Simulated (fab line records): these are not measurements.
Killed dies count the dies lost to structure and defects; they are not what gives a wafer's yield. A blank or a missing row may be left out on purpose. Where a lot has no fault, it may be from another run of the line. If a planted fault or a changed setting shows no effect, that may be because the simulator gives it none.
Which tool is to blame? | flow gf180mcu | 21 wafers from 7 lots sampled at 3 of the route's 602 steps

WHAT THE GAUGES READ, wafer by wafer
GF_MIM_THK_MEAS_06.
lot  | measured     | on            | MIM_CVD_05_THK (nm)
L208 | day 25 21:16 | film metro-03 | 41.9 42.1 43.0
L209 | day 26 06:35 | film metro-03 | 41.5 41.7 42.5
L211 | day 27 04:50 | film metro-02 | 40.8 41.5 41.9
L216 | day 28 08:56 | film metro-01 | 41.6 42.0 42.2
L218 | day 28 21:35 | film metro-01 | 41.8 41.2 42.6
L224 | day 30 11:37 | film metro-02 | 41.5 42.1 43.0
L226 | day 31 00:13 | film metro-02 | 41.4 42.1 42.6

TOOL THAT RAN EACH LOT (tool first, then ch and the chambers of the sampled wafers, then the start)
lot  | GF_V4_ETCH_16                      | GF_MIM_CVD_05
L208 | rie diel-01 ch 2,3, day 25 19:37   | pecvd-04 ch 0,1,2, day 25 21:13
L209 | rie diel-03 ch 2,3, day 26 04:40   | pecvd-02 ch 0,1, day 26 06:33
L211 | rie diel-01 ch 1,2,3, day 27 03:13 | pecvd-03 ch 0,2, day 27 04:49
L216 | rie diel-03 ch 0,1,2, day 28 07:10 | pecvd-02 ch 0,2, day 28 08:55
L218 | rie diel-01 ch 0,2, day 28 19:55   | pecvd-03 ch 0,2, day 28 21:34
L224 | rie diel-01 ch 0,1,3, day 30 09:55 | pecvd-04 ch 0,1,2, day 30 11:35
L226 | rie diel-03 ch 1,2,3, day 30 22:31 | pecvd-02 ch 0,1,2, day 31 00:11
- GF_V4_ETCH_16: etches BARC in N2/H2.
- GF_MIM_CVD_05: deposits Si3N4, target thk 42 nm, time 29.086 s.

THE ANSWER, worked out from the rows above alone
Rule: what is usual is taken from the lots themselves. The widest of any qualifying gaps counts: lots, ordered by their means at a reading, are off when they make up no more than a third of the lots, leave a main group of 4 or more, and stand apart from it by 3 or more times the standard deviation of that group's means. The tables above print the reading to a certain number of digits; a main group whose means all agree to those digits is not used. A lot without any number at a reading at which 4 lots or more have one is off too. Where the step has rows for the other lots, those lots are counted as sound.
No lot is off on any of the readings shown, so nothing can be concluded from this.

WHAT THE SIMULATOR HAD INSERTED
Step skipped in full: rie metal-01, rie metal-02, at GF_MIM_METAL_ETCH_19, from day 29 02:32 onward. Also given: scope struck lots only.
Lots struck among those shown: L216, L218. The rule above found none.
